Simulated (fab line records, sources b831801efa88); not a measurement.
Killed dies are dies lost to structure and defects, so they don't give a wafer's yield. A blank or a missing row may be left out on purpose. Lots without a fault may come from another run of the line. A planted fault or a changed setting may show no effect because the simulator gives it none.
Problem report in the 8D (eight disciplines) form, filled by code | flow sky130 | the parts of the form that need people (team, actions taken, sign-off) are left out

1. THE PROBLEM
oes_product_au at SKY_METAL1_METAL_ETCH_19 reads a mean of 0.789 a.u. on 6 wafers of 2 lots; wafers without a fault read 0.857 a.u. with a standard deviation of 0.0053. That is -13 standard deviations from the usual mean.
The step: etches the open film in Cl2/BCl3, stops on SiO2, target depth 360 nm, time 78 s.
First seen on wafer L811.1, day 36 22:25, on rie_metal-03. The record holds 30 wafers of 10 lots with a number at this step. Rule for "out", or "out of limits": more than 4 standard deviations from the usual mean. The other wafers with a number count as sound.

2. WHAT IT IS AND WHAT IT IS NOT
question                    | is                     | is not
which readings at this step | oes_product_au         | bias_w, drypump_motor_current_A, he_backside_leak_sccm, mfc_cl2_sccm, throttle_valve_pct
which lots                  | L811, L813             | L804, L805, L806, L815, L818, L820, L821, L823
which wafers of those lots  | all that have a number | -
read on which tools         | rie_metal-03           | rie_metal-01, rie_metal-02
when                        | from day 36 22:25      | up to then (9 sound wafers); but 15 sound wafers of L815, L818, L820, L821, L823 came after

3. SUSPECTS, AND WHAT RULES EACH OUT
Counting: a tool at a process step up to the reading stays a suspect if it ran every lot that is out and no sound lot after the first of them.
- rie_metal-04 at SKY_LOCAL_INTERCONNECT_METAL_ETCH_14 (etches TiN in Cl2/BCl3, stops on PSG, target depth 110 nm, time 31.4 s): kept. It ran every lot that is out, first L811 (day 34 12:44), and no sound lot after that; its last sound lot up to then is L805 (day 31 22:30).
- rie_metal-03 at SKY_METAL1_METAL_ETCH_19 (etches the open film in Cl2/BCl3, stops on SiO2, target depth 360 nm, time 78 s): ruled out as a lasting fault. Sound lots L821, L820 ran on it after its first lot that is out, L811 (day 36 22:25).
Left after counting: rie_metal-04 at SKY_LOCAL_INTERCONNECT_METAL_ETCH_14.

4. THE CAUSE (what the simulator had put in)
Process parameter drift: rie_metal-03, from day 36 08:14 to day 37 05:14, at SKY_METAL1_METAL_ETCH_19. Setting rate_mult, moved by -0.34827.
Counting ruled it out, wrongly.

5. THE CHAIN OF EFFECTS, in route order
Each row: a reading whose mean over the struck wafers that have a number lies more than 3 standard deviations from the usual. Only readings for which the record gives a usual standard deviation are gone through. hours: the time from each lot's start at the first step in this table that gives one to its start at this step, as a median over the lots. sigmas: the change in usual standard deviations.
hours | step                     | reading                  | usual      | on struck wafers | change | sigmas
0     | SKY_METAL1_METAL_ETCH_19 | oes_product_au           | 0.857 a.u. | 0.789            | -0.068 | -13
0     | SKY_METAL1_STRIP_20      | oes_product_au           | 0.343 a.u. | 0.377            | +0.034 | +6.0
0     | SKY_METAL1_STRIP_20      | strip_time_to_endpoint_s | 2.70 s     | 3.53             | +0.83  | +13
291   | SKY_PAD_OPEN_PROBE_99    | defect_limited_yield     | 83.0 %     | 0.0              | -83.0  | -46
291   | SKY_PAD_OPEN_PROBE_99    | killed_at_M0_to_M3       | 42         | 450              | +408   | +62
291   | SKY_PAD_OPEN_PROBE_99    | killed_dies              | 83         | 492              | +409   | +45
291   | SKY_PAD_OPEN_PROBE_99    | killed_on_rim            | 16         | 96               | +80    | +20
291   | SKY_PAD_OPEN_PROBE_99    | sort_bin_5_function      | 10.0 %     | 93.2             | +83.2  | +55
291   | SKY_PAD_OPEN_PROBE_99    | sort_n_pass              | 409        | 0                | -409   | -45
291   | SKY_PAD_OPEN_PROBE_99    | sort_yield_pct           | 83.0 %     | 0.0              | -83.0  | -46
The process steps in it:
- SKY_METAL1_METAL_ETCH_19: etches the open film in Cl2/BCl3, stops on SiO2, target depth 360 nm, time 78 s.
- SKY_METAL1_STRIP_20: strips in O2/N2.
- SKY_PAD_OPEN_PROBE_99

6. WHAT WOULD HAVE CAUGHT IT SOONER
In this record the first reading out of limits was taken at day 36 22:25, 14 hours after the fault began at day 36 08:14.
